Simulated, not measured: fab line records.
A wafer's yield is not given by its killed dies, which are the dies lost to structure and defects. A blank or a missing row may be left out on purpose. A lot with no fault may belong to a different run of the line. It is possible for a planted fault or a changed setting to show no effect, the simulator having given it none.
Which tool did it? :: flow sky130 :: 12 lots, 36 wafers sampled, at 4 steps of a route of 708

== WHAT THE GAUGES SHOWED, per wafer ==
SKY_NWELL_TW_MEAS_15. Usual: NWELL_TW typically reads 1831, with standard deviation 28.
lot: L391
measured: day 4 11:11
on: filmMetro-03
NWELL_TW: 1826 1818 1820
flag: 

lot: L392
measured: day 4 16:27
on: filmMetro-02
NWELL_TW: 1866 1868 1862
flag: 

lot: L394
measured: day 5 08:08
on: filmMetro-01
NWELL_TW: 1809 1819 1814
flag: 

lot: L396
measured: day 5 17:38
on: filmMetro-03
NWELL_TW: 1817 1816 1814
flag: 

lot: L397
measured: day 6 02:06
on: filmMetro-02
NWELL_TW: 1856 1865 1858
flag: 

lot: L399
measured: day 6 13:43
on: filmMetro-01
NWELL_TW: 1813 1814 1814
flag: 

lot: L402
measured: day 7 05:55
on: filmMetro-01
NWELL_TW: 1803 1809 1811
flag: 

lot: L403
measured: day 7 12:03
on: filmMetro-02
NWELL_TW: 1881 1880 1872
flag: 

lot: L404
measured: day 7 18:53
on: filmMetro-02
NWELL_TW: 1868 1859 1880
flag: 

lot: L405
measured: day 7 22:54
on: filmMetro-03
NWELL_TW: 1800 1805 1809
flag: 

lot: L406
measured: day 8 04:20
on: filmMetro-01
NWELL_TW: 1803 1804 1799
flag: 

lot: L414
measured: day 10 04:53
on: filmMetro-03
NWELL_TW: 1811 1815 1803
flag: 

SKY_LDD_HVP_OVL_MEAS_07. Usual: LDD_HVP_OVL typically reads 0.7 nm, with standard deviation 1.3.
lot: L391
measured: day 21 10:10
on: overlay-02
LDD_HVP_OVL (nm): 3.7 1.6 1.4
flag: 

lot: L392
measured: day 21 17:08
on: overlay-02
LDD_HVP_OVL (nm): -1.8 -0.6 0.8
flag: 

lot: L394
measured: day 22 19:18
on: overlay-02
LDD_HVP_OVL (nm): 2.3 3.3 1.4
flag: 

lot: L396
measured: day 23 10:40
on: overlay-02
LDD_HVP_OVL (nm): 3.0 2.3 3.3
flag: 

lot: L397
measured: day 24 04:07
on: overlay-01
LDD_HVP_OVL (nm): -0.4 0.9 -0.1
flag: 

lot: L399
measured: day 24 17:04
on: overlay-02
LDD_HVP_OVL (nm): -0.4 0.7 -1.3
flag: 

lot: L402
measured: day 25 16:49
on: overlay-02
LDD_HVP_OVL (nm): 2.3 -0.3 0.4
flag: 

lot: L403
measured: day 26 00:15
on: overlay-01
LDD_HVP_OVL (nm): 0.5 2.2 2.6
flag: 

lot: L404
measured: day 26 07:05
on: overlay-02
LDD_HVP_OVL (nm): 1.9 1.9 3.5
flag: 

lot: L405
measured: day 26 16:18
on: overlay-01
LDD_HVP_OVL (nm): - - -
flag: OFF

lot: L406
measured: day 26 22:22
on: overlay-01
LDD_HVP_OVL (nm): -0.3 0.7 0.7
flag: 

lot: L414
measured: day 29 09:23
on: overlay-02
LDD_HVP_OVL (nm): -1.2 -3.1 -1.9
flag: 

SKY_LDD_HVP_TW_MEAS_10. Usual: LDD_HVP_TW typically reads 456.8, with standard deviation 2.6.
lot: L391
measured: day 21 10:27
on: filmMetro-04
LDD_HVP_TW: 458.1 458.6 458.1
flag: 

lot: L392
measured: day 21 17:26
on: filmMetro-03
LDD_HVP_TW: 460.0 456.5 457.0
flag: 

lot: L394
measured: day 22 19:35
on: filmMetro-01
LDD_HVP_TW: 457.8 455.1 456.8
flag: 

lot: L396
measured: day 23 10:57
on: filmMetro-04
LDD_HVP_TW: 458.2 456.8 456.5
flag: 

lot: L397
measured: day 24 04:24
on: filmMetro-04
LDD_HVP_TW: 462.0 458.9 461.5
flag: 

lot: L399
measured: day 24 17:21
on: filmMetro-03
LDD_HVP_TW: 455.9 454.9 457.0
flag: 

lot: L402
measured: day 25 17:07
on: filmMetro-01
LDD_HVP_TW: 454.0 454.1 454.8
flag: 

lot: L403
measured: day 26 00:32
on: filmMetro-03
LDD_HVP_TW: 454.8 454.2 452.0
flag: 

lot: L404
measured: day 26 07:23
on: filmMetro-03
LDD_HVP_TW: 451.6 453.0 452.0
flag: 

lot: L405
measured: day 26 16:35
on: filmMetro-03
LDD_HVP_TW: 29.8 29.7 29.8
flag: OFF

lot: L406
measured: day 26 22:39
on: filmMetro-01
LDD_HVP_TW: 456.4 455.1 457.5
flag: 

lot: L414
measured: day 29 09:41
on: filmMetro-04
LDD_HVP_TW: 457.9 456.9 456.5
flag: 

== EACH LOT AND THE TOOL THAT RAN IT (in order: tool; ch and the chambers of the sampled wafers; start) ==
lot: L391
SKY_LDD_HVP_EXPOSE_04: ilineStepper-02 ch 0, day 20 18:43

lot: L392
SKY_LDD_HVP_EXPOSE_04: ilineStepper-01 ch 0, day 21 02:22

lot: L394
SKY_LDD_HVP_EXPOSE_04: ilineStepper-01 ch 0, day 22 04:01

lot: L396
SKY_LDD_HVP_EXPOSE_04: ilineStepper-01 ch 0, day 22 19:59

lot: L397
SKY_LDD_HVP_EXPOSE_04: ilineStepper-01 ch 0, day 23 13:47

lot: L399
SKY_LDD_HVP_EXPOSE_04: ilineStepper-02 ch 0, day 24 02:28

lot: L402
SKY_LDD_HVP_EXPOSE_04: ilineStepper-01 ch 0, day 25 03:11

lot: L403
SKY_LDD_HVP_EXPOSE_04: ilineStepper-02 ch 0, day 25 10:34

lot: L404
SKY_LDD_HVP_EXPOSE_04: ilineStepper-02 ch 0, day 25 16:30

lot: L405
SKY_LDD_HVP_EXPOSE_04: ilineStepper-01 ch 0, day 26 01:49

lot: L406
SKY_LDD_HVP_EXPOSE_04: ilineStepper-01 ch 0, day 26 08:12

lot: L414
SKY_LDD_HVP_EXPOSE_04: ilineStepper-02 ch 0, day 28 20:25
- SKY_LDD_HVP_EXPOSE_04: exposes mask HVPTM, target cd 700 nm.

== AS READ BY THE TOOLS THEMSELVES (means over the sampled wafers that have a number; for cases with no such wafer, the mark the record gives instead) ==
The record holds no such reading with a usual standard deviation.

== THE ANSWER, worked out from the rows above alone ==
Rule: a lot counts as off when the mean over its wafers that have a number is more than 3 standard deviations away from the usual mean. A lot without any number at a reading at which 4 lots or more have one is off too. Where the step has rows for the other lots, those lots are counted as sound. The gauges are gone through in route order, then the tools' own readings, and for those a lot's mean is taken as printed above. At the first step where some lot is off, the reading lying furthest off is the one used; lots without a number count as furthest.
Off: L405, at SKY_LDD_HVP_OVL_MEAS_07 (LDD_HVP_OVL). Without a number there: L405.
If a tool, at a process step before that reading, ran all the lots that are off and no sound lot after the first of them, it fits. Not tried: the gauges at SKY_LDD_HVP_OVL_MEAS_07; whatever is off there is also off at SKY_LDD_HVP_TW_MEAS_10, on other tools, and gauge error can't account for it. Not one of the candidates tried fits.

== WHAT WAS PUT IN BY THE SIMULATOR ==
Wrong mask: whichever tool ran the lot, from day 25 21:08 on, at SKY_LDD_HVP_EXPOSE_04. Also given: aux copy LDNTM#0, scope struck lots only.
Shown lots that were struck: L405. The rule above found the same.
